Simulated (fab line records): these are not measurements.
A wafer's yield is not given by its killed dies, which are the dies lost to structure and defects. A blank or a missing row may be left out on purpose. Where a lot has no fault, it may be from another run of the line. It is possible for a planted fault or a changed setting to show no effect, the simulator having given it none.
2 desks looking at one fault :: flow gf180mcu :: what lay behind the numbers comes last; until then each desk has only its own

== AT THE TOOL OWNER'S DESK: implanter-04 ==
The tool's own readings at GF_HV_LDD_IMPLANT_09: means of the sampled wafers that have a number, for each lot that ran on this tool. The brackets show how far a lot's mean lies from the usual mean; more than 4 standard deviations puts the lot out of limits, marked OUT.
Columns: A = tilt_deg at GF_HV_LDD_IMPLANT_09, usual 7.010 degrees
lot: L998
first seen here: day 10 05:46
A: 7.014

lot: L101
first seen here: day 11 06:34
A: 7.019

lot: L103
first seen here: day 11 18:14
A: 7.006

lot: L112
first seen here: day 14 15:02
A: 7.006

lot: L114
first seen here: day 15 06:38
A: 7.024
Finding of this desk: none of the 5 lots has anything out of limits.

== THE METROLOGY DESK ==
Lot by lot, what the gauges showed, no matter which tool ran the lot: averages of those sampled wafers that carry a number. The brackets show how far a lot's mean lies from the usual mean; more than 4 standard deviations puts the lot out of limits, marked OUT.
Columns: A = HV_LDD_TW at GF_HV_LDD_TW_MEAS_11, usual 2414; B = HV_LDD_RS at GF_HV_LDD_RS_MEAS_53, usual 418.3 ohm/sq; C = PSD_OVL at GF_PSD_OVL_MEAS_08, usual -0.7 nm
lot: L997
first seen here: day 10 00:15
A: 2421
B: 417.8
C: -0.1

lot: L998
first seen here: day 10 05:59
A: 2413
B: 419.2
C: -1.6

lot: L101
first seen here: day 11 06:47
A: 2418
B: 419.7
C: 1.0

lot: L103
first seen here: day 11 18:28
A: 2431
B: 417.5
C: -1.2

lot: L108
first seen here: day 13 10:40
A: 2416
B: 418.8
C: -0.6

lot: L112
first seen here: day 14 15:17
A: 2273 (-8.3) OUT
B: 450.1 (+32) OUT
C: -0.7

lot: L113
first seen here: day 14 23:48
A: 2412
B: 419.1
C: 0.0

lot: L114
first seen here: day 15 06:52
A: 2310 (-6.1) OUT
B: 450.5 (+32) OUT
C: 1.3

lot: L115
first seen here: day 15 18:55
A: 2387
B: 417.2
C: -2.5

lot: L118
first seen here: day 16 11:55
A: 2430
B: 418.1
C: 0.4

lot: L119
first seen here: day 16 16:50
A: 2441
B: 418.3
C: 0.4

lot: L120
first seen here: day 17 01:43
A: 2408
B: 418.1
C: -1.1
Finding of this desk: L112, L114 out of limits, first seen on L112 at day 14 15:17 (HV_LDD_TW at GF_HV_LDD_TW_MEAS_11). L997, L998, L101, L103, L108, L113, L115, L118, L119, L120: within limits.

== PUT TOGETHER ==
On L112, L114, the metrology desk was in a position to raise an alarm at day 14 15:17.
Nothing out of limits was seen by the tool owner's desk.
The tool owner's desk has L112, L114 on record, within its limits.
Every lot named ran GF_HV_LDD_IMPLANT_09 on implanter-04.

== WHAT THE SIMULATOR HAD INSERTED ==
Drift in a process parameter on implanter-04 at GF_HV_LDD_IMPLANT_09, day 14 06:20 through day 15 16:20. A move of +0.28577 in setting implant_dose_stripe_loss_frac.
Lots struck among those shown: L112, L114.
Per desk, hours elapsed from the start of the fault to the first reading out of limits: for the metrology desk, 9.
